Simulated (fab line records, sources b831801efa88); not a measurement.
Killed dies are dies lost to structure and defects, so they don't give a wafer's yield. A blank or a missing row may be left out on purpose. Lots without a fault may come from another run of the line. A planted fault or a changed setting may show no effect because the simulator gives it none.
Which tool did it? | flow sky130 | 24 lots, 72 wafers sampled, at 4 steps of a route of 708

WHAT THE GAUGES READ, wafer by wafer
SKY_FIELD_ISO_BOW_MEAS_00. Usual: INCOMING_BOW 0 um, standard deviation 6.1.
lot  | measured    | on            | INCOMING_BOW (um) | flag
L074 | day 1 10:00 | film_metro-03 | -3 7 0            |
L075 | day 1 15:04 | film_metro-01 | 13 4 3            |
L076 | day 1 20:00 | film_metro-04 | 11 4 1            |
L077 | day 2 01:01 | film_metro-01 | -3 17 -4          |
L078 | day 2 06:01 | film_metro-01 | 1 -5 1            |
L079 | day 2 11:04 | film_metro-03 | 1 -6 0            |
L080 | day 2 16:00 | film_metro-04 | 1 3 0             |
L081 | day 2 21:00 | film_metro-03 | -3 0 -4           |
L082 | day 3 02:00 | film_metro-04 | -3 0 -1           |
L083 | day 3 07:01 | film_metro-03 | 2 -12 -10         |
L084 | day 3 12:01 | film_metro-01 | 2 -7 3            |
L085 | day 3 17:00 | film_metro-03 | -6 -11 6          |
L086 | day 3 22:00 | film_metro-03 | -3 1 -2           |
L087 | day 4 03:00 | film_metro-03 | -4 0 9            |
L088 | day 4 08:01 | film_metro-04 | -11 -2 0          |
L089 | day 4 13:00 | film_metro-04 | 13 4 -6           |
L090 | day 4 18:01 | film_metro-04 | -7 2 -3           |
L091 | day 4 23:00 | film_metro-01 | 2 -4 1            |
L092 | day 5 04:01 | film_metro-04 | -1 6 -2           |
L093 | day 5 09:00 | film_metro-03 | 1 8 -7            |
L094 | day 5 14:00 | film_metro-01 | 8 5 4             |
L095 | day 5 19:00 | film_metro-01 | 1 8 2             |
L096 | day 6 00:00 | film_metro-01 | 2 7 -1            |
L097 | day 6 05:01 | film_metro-01 | 0 -8 -2           |

SKY_METAL1_OVL_MEAS_16. Usual: METAL1_OVL -3 nm, standard deviation 6.
lot  | measured     | on         | METAL1_OVL (nm) | flag
L074 | day 33 04:04 | overlay-01 | 1 1 2           |
L075 | day 33 10:08 | overlay-02 | -11 2 -11       |
L076 | day 33 15:12 | overlay-02 | -3 -3 -3        |
L077 | day 34 01:09 | overlay-02 | 0 -10 -3        |
L078 | day 34 23:48 | overlay-01 | -3 -7 -5        |
L079 | day 34 22:10 | overlay-01 | 3 -7 3          |
L080 | day 34 22:48 | overlay-01 | -6 -5 -3        |
L081 | day 35 17:39 | overlay-01 | 1 7 6           |
L082 | day 36 05:34 | overlay-02 | -9 -7 4         |
L083 | day 36 05:55 | overlay-01 | -5 -4 0         |
L084 | day 36 10:20 | overlay-01 | -4 -3 -7        |
L085 | day 36 15:31 | overlay-02 | -1 -17 0        |
L086 | day 36 23:25 | overlay-01 | -2 -6 -5        |
L087 | day 37 04:42 | overlay-02 | -4 -9 1         |
L088 | day 37 17:06 | overlay-01 | -5 -4 -6        |
L089 | day 37 21:34 | overlay-02 | -2 0 2          |
L090 | day 38 15:04 | overlay-01 | 8 7 2           |
L091 | day 38 21:21 | overlay-02 | -1 -3 -7        |
L092 | day 38 19:36 | overlay-02 | -16 -4 -3       |
L093 | day 39 02:52 | overlay-01 | -8 -3 -10       |
L094 | day 39 06:49 | overlay-02 | -7 -3 -8        |
L095 | day 39 12:40 | overlay-01 | -15 -17 -16     |
L096 | day 39 22:29 | overlay-01 | -5 8 -5         |
L097 | day 40 04:38 | overlay-02 | -8 -10 -2       |

WHICH TOOL RAN EACH LOT (tool, then ch and the chambers of the sampled wafers, then the start)
lot  | SKY_NWELL_STRIP_14                   | SKY_CONTACT_ETCH_16
L074 | plasma_asher-02 ch 0,1, day 4 16:39  | rie_diel-02 ch 1,2, day 31 23:35
L075 | plasma_asher-01 ch 0,1, day 4 20:49  | rie_diel-02 ch 0,1,2, day 32 04:58
L076 | plasma_asher-01 ch 0,1, day 5 02:20  | rie_diel-03 ch 1,2, day 32 09:52
L077 | plasma_asher-04 ch 0,1, day 5 08:29  | rie_diel-02 ch 0,3, day 32 20:10
L078 | plasma_asher-04 ch 0,1, day 5 14:49  | rie_diel-02 ch 0,2,3, day 33 18:37
L079 | plasma_asher-01 ch 0,1, day 5 21:22  | rie_diel-02 ch 0,2,3, day 33 17:19
L080 | plasma_asher-01 ch 1, day 6 01:44    | rie_diel-03 ch 0,1, day 33 17:41
L081 | plasma_asher-01 ch 0,1, day 6 07:47  | rie_diel-01 ch 1,2,3, day 34 13:23
L082 | plasma_asher-04 ch 0,1, day 6 14:44  | rie_diel-02 ch 0,2, day 35 01:35
L083 | plasma_asher-02 ch 0,1, day 6 18:06  | rie_diel-01 ch 0,2,3, day 35 02:13
L084 | plasma_asher-04 ch 0,1, day 7 00:21  | rie_diel-01 ch 0,1,2, day 35 06:06
L085 | plasma_asher-04 ch 1, day 7 06:38    | rie_diel-02 ch 0,2,3, day 35 11:28
L086 | plasma_asher-01 ch 0,1, day 7 12:02  | rie_diel-01 ch 0,2, day 35 19:00
L087 | plasma_asher-02 ch 0,1, day 7 16:11  | rie_diel-02 ch 0,1,2, day 36 01:53
L088 | plasma_asher-04 ch 0,1, day 7 23:32  | rie_diel-03 ch 1,2, day 36 13:45
L089 | plasma_asher-04 ch 0,1, day 8 06:57  | rie_diel-03 ch 0,1,2, day 36 18:07
L090 | plasma_asher-01 ch 0,1, day 8 18:18  | rie_diel-03 ch 1,2,3, day 37 11:19
L091 | plasma_asher-04 ch 1, day 8 23:23    | rie_diel-01 ch 0,3, day 37 17:18
L092 | plasma_asher-04 ch 0,1, day 9 02:08  | rie_diel-02 ch 0,2,3, day 37 15:58
L093 | plasma_asher-02 ch 0,1, day 9 11:06  | rie_diel-01 ch 0,2,3, day 37 23:54
L094 | plasma_asher-02 ch 0, day 9 12:44    | rie_diel-01 ch 2,3, day 38 03:20
L095 | plasma_asher-04 ch 0,1, day 9 19:45  | rie_diel-01 ch 0,1,2, day 38 10:25
L096 | plasma_asher-01 ch 0,1, day 10 00:57 | rie_diel-03 ch 0,1,2, day 38 20:40
L097 | plasma_asher-01 ch 0,1, day 10 05:42 | rie_diel-03 ch 0,1,3, day 39 00:08
- SKY_NWELL_STRIP_14: strips in O2/N2.
- SKY_CONTACT_ETCH_16: etches BARC in N2/H2, stops on SiO2, time 45.9 s, target depth 60 nm.

WHAT THE TOOLS THEMSELVES READ (means of the sampled wafers that have a number; where no wafer has one, the mark that the record gives instead)
SKY_NWELL_STRIP_14. Usual: drypump_motor_current_A 5.7 A, standard deviation 0.42; oes_product_au 0.722 a.u., standard deviation 0.0045; strip_time_to_endpoint_s 37.60 s, standard deviation 0.079.
lot  | tool            | drypump_motor_current_A (A) | oes_product_au (a.u.) | strip_time_to_endpoint_s (s) | flag
L074 | plasma_asher-02 | 6.0                         | 0.723                 | 37.66                        |
L075 | plasma_asher-01 | 5.6                         | 0.720                 | 37.73                        |
L076 | plasma_asher-01 | 5.9                         | 0.724                 | 37.56                        |
L077 | plasma_asher-04 | 5.6                         | 0.722                 | 37.55                        |
L078 | plasma_asher-04 | 5.6                         | 0.720                 | 37.66                        |
L079 | plasma_asher-01 | 5.5                         | 0.722                 | 37.59                        |
L080 | plasma_asher-01 | 5.2                         | 0.726                 | 37.66                        |
L081 | plasma_asher-01 | 5.6                         | 0.723                 | 37.58                        |
L082 | plasma_asher-04 | 5.6                         | 0.725                 | 37.56                        |
L083 | plasma_asher-02 | 6.1                         | 0.724                 | 37.57                        |
L084 | plasma_asher-04 | 5.4                         | 0.722                 | 37.72                        |
L085 | plasma_asher-04 | 5.7                         | 0.723                 | 37.54                        |
L086 | plasma_asher-01 | 5.5                         | 0.722                 | 37.52                        |
L087 | plasma_asher-02 | 6.0                         | 0.727                 | 37.58                        |
L088 | plasma_asher-04 | 5.4                         | 0.724                 | 37.52                        |
L089 | plasma_asher-04 | 5.4                         | 0.722                 | 37.65                        |
L090 | plasma_asher-01 | 5.9                         | 0.722                 | 37.68                        |
L091 | plasma_asher-04 | 5.7                         | 0.723                 | 37.45                        |
L092 | plasma_asher-04 | 5.6                         | 0.724                 | 37.55                        |
L093 | plasma_asher-02 | 6.0                         | 0.722                 | 37.63                        |
L094 | plasma_asher-02 | 5.7                         | 0.722                 | 37.49                        |
L095 | plasma_asher-04 | 5.4                         | 0.720                 | 37.62                        |
L096 | plasma_asher-01 | 5.9                         | 0.719                 | 37.57                        |
L097 | plasma_asher-01 | 5.9                         | 0.722                 | 37.54                        |

SKY_CONTACT_ETCH_16. Usual: drypump_motor_current_A 5.6 A, standard deviation 0.43; oes_product_au 0.855 a.u., standard deviation 0.0044; throttle_valve_pct 13.226 %, standard deviation 0.0094.
lot  | tool        | drypump_motor_current_A (A) | oes_product_au (a.u.) | throttle_valve_pct (%) | flag
L074 | rie_diel-02 | 6.0                         | 0.858                 | 13.230                 |
L075 | rie_diel-02 | 5.9                         | 0.856                 | 13.217                 |
L076 | rie_diel-03 | 5.4                         | 0.856                 | 13.229                 |
L077 | rie_diel-02 | 5.9                         | 0.856                 | 13.224                 |
L078 | rie_diel-02 | 6.0                         | 0.858                 | 13.222                 |
L079 | rie_diel-02 | 6.0                         | 0.857                 | 13.220                 |
L080 | rie_diel-03 | 5.3                         | 0.857                 | 13.227                 |
L081 | rie_diel-01 | 5.5                         | 0.858                 | 13.231                 |
L082 | rie_diel-02 | 5.8                         | 0.852                 | 13.232                 |
L083 | rie_diel-01 | 5.1                         | 0.855                 | 13.222                 |
L084 | rie_diel-01 | 5.4                         | 0.851                 | 13.227                 |
L085 | rie_diel-02 | 6.0                         | 0.858                 | 13.220                 |
L086 | rie_diel-01 | 5.1                         | 0.853                 | 13.217                 |
L087 | rie_diel-02 | 5.9                         | 0.857                 | 13.229                 |
L088 | rie_diel-03 | 5.6                         | 0.857                 | 13.229                 |
L089 | rie_diel-03 | 5.5                         | 0.856                 | 13.225                 |
L090 | rie_diel-03 | 5.5                         | 0.859                 | 13.223                 |
L091 | rie_diel-01 | 5.0                         | 0.861                 | 13.228                 |
L092 | rie_diel-02 | 6.0                         | 0.857                 | 13.224                 |
L093 | rie_diel-01 | 5.1                         | 0.848                 | 13.233                 |
L094 | rie_diel-01 | 5.2                         | 0.857                 | 13.226                 |
L095 | rie_diel-01 | 5.4                         | 0.857                 | 13.232                 |
L096 | rie_diel-03 | 5.6                         | 0.856                 | 13.227                 |
L097 | rie_diel-03 | 5.5                         | 0.857                 | 13.228                 |

THE ANSWER, worked out from the rows above alone
Rule: a lot is off if the mean of its wafers that have a number lies more than 3 standard deviations from the usual mean. A lot without any number at a reading at which 4 lots or more have one is off too. The other lots that the step has rows for count as sound. The gauges are gone through in route order, then the tools' own readings, and for those a lot's mean is taken as printed above. The first step at which some lot is off is used, and at that step the reading that is off furthest; a lot without a number counts as furthest.
No lot is off at any reading shown: from this, nothing can be told.

WHAT THE SIMULATOR HAD PUT IN
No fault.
